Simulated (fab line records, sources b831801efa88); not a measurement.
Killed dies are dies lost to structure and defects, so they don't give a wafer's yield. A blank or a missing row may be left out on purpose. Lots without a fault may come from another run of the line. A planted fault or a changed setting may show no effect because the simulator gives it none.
Chamber matching | flow sky130 | SKY_VIA1_CMP_02 on cmp-02: 4 sister chambers
The step polishes SiO2. 14 wafers are shown with their chamber, then 7 later ones without.

WAFERS WITH THEIR CHAMBER
wafer  | chamber | motor_current_A (A) | slurry_filter_dp_kPa (kPa)
L878.2 | 3       | 13.7                | 13.56
L878.3 | 1       | 13.2                | 13.43
L878.4 | 0       | 10.9                | 13.49
L880.2 | 0       | 11.1                | 13.45
L880.5 | 3       | 13.1                | 13.39
L880.6 | 2       | 11.8                | 13.60
L882.2 | 2       | 12.3                | 13.19
L882.3 | 0       | 10.9                | 13.48
L882.6 | 2       | 11.6                | 13.55
L885.2 | 1       | 13.0                | 13.44
L885.3 | 2       | 11.4                | 13.65
L885.4 | 3       | 12.6                | 13.57
L886.2 | 0       | 11.1                | 13.67
L886.4 | 2       | 11.4                | 13.49

SIGNATURES (means of the wafers above)
reading              | chamber 0 | chamber 1 | chamber 2 | chamber 3 | scatter within a chamber
motor_current_A      | 11.000    | 13.100    | 11.700    | 13.133    | 0.35
slurry_filter_dp_kPa | 13.5225   | 13.4350   | 13.4960   | 13.5067   | 0.135
Rule: a wafer's distance from a chamber is the root of the sum, over the readings, of the square of ((its reading less the chamber's mean) divided by the reading's scatter). The wafer belongs to the nearest chamber; if the next one is less than 2 further off, it can't be placed. The scatter: the root of (the sum of the squares of (reading less its chamber's mean) over the shown wafers, divided by (wafers less chambers)).

WAFERS WITHOUT THEIR CHAMBER
wafer  | motor_current_A (A) | slurry_filter_dp_kPa (kPa)
L886.6 | 12.4                | 13.43
L892.1 | 11.7                | 13.32
L892.3 | 12.4                | 13.44
L892.5 | 13.0                | 13.52
L899.3 | 12.7                | 13.52
L899.4 | 11.2                | 13.42
L899.6 | 12.4                | 13.44

WHICH CHAMBER EACH WENT THROUGH
wafer  | from the rows above          | in truth
L886.6 | can't be placed: 1 or 2 or 3 | 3
L892.1 | can't be placed: 2 or 0      | 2
L892.3 | can't be placed: 1 or 2 or 3 | 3
L892.5 | can't be placed: 3 or 1      | 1
L899.3 | can't be placed: 3 or 1 or 2 | 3
L899.4 | can't be placed: 0 or 2      | 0
L899.6 | can't be placed: 1 or 2 or 3 | 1
Placed correctly: 0 of 7. Can't be placed from these rows: 7 (the true chamber is among the candidates in 7). Placed wrongly: 0.
